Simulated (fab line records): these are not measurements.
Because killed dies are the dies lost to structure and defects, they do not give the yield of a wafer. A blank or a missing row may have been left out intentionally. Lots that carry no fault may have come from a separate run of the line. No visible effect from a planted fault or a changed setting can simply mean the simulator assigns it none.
A struck lot beside a sound one	flow sky130	14 steps out of a route of 708
Sound: the wafers L205.2, L205.3, L205.4. Wafers struck: L197.1, L197.3, L197.4. The cause is named last.
At each step with rows: each side's tool, then ch and its chambers, then its first start. Under that, the readings that differ: sound wafers	struck wafers	difference of the means	sigmas: that difference in standard deviations of wafers without a fault.
alike: readings with means less than 2 such deviations apart, plus words and numbers identical on both sides. not compared: withheld readings, readings lacking a value on some wafer, bounds such as >300 that could conceal the same value, and numbers that have no deviation in the record and whose values overlap.
The two part at a step that has a row with sigmas, a row that says differs or no value, or rows on one side only. Numbers that have no deviation but don't overlap get no sigmas and don't part them. Lack of a reading on every wafer of one side parts them only where that side has two or more wafers.

SKY_METAL2_SPUTTER_01: material TiN, target thk 20 nm, time 16.7 s.
  sound on pvd-sputter-04 at day 38 08:52; struck on pvd-sputter-04 at day 35 22:52
  alike: throttle-valve-pct
SKY_METAL2_SPUTTER_02: material AlCu, target thk 250 nm, time 13.3 s.
  sound on pvd-sputter-04 at day 38 08:53; struck on pvd-sputter-04 at day 35 22:53
  alike: throttle-valve-pct
SKY_METAL2_SPUTTER_03: material Ti, target thk 5 nm, time 3.3 s.
  sound on pvd-sputter-04 at day 38 08:55; struck on pvd-sputter-04 at day 35 22:55
  alike: throttle-valve-pct
SKY_METAL2_SPUTTER_04: material TiN, target thk 70 nm, time 58.3 s.
  sound on pvd-sputter-04 at day 38 08:56; struck on pvd-sputter-04 at day 35 22:56
  alike: throttle-valve-pct
SKY_METAL2_RS_MEAS_05: a four-point-probe measurement.
  sound on film-metro-02 at day 38 09:00; struck on film-metro-01 at day 35 23:01
  alike: METAL2_ALCU_RS
SKY_METAL2_THK_MEAS_06: measures by xrf.
  sound on film-metro-02 at day 38 09:07; struck on film-metro-01 at day 35 23:08
  alike: METAL2_ALCU_THK
then, 6 steps without rows for these wafers: SKY_METAL2_DEHYDRATE_07 (time 60 s); SKY_METAL2_HMDS_08 (prime time 60 s); SKY_METAL2_COAT_09 (resist thk 60 nm); SKY_METAL2_COAT_10 (resist thk 450 nm); SKY_METAL2_SOFTBAKE_11 (time 90 s); SKY_METAL2_EXPOSE_12 (exposes mask MM2, target cd 140 nm).
SKY_METAL2_PEB_13:
  struck on litho-track-04, day 37 00:00; sound on litho-track-03 ch 0, day 39 09:00
reading	sound	struck	difference	sigmas
exhaust-pa (Pa)	44.6 43.6 44.4	- - -	no value on the struck wafers	
  not compared: chill-plate-temp-C, resist-line-temp-C
then, 1 step without rows for these wafers: SKY_METAL2_DEVELOP_14 (develop time 60 s).

## WHERE THEY PART
Within this record, at SKY_METAL2_PEB_13 only.

WHY: what the simulator had put in
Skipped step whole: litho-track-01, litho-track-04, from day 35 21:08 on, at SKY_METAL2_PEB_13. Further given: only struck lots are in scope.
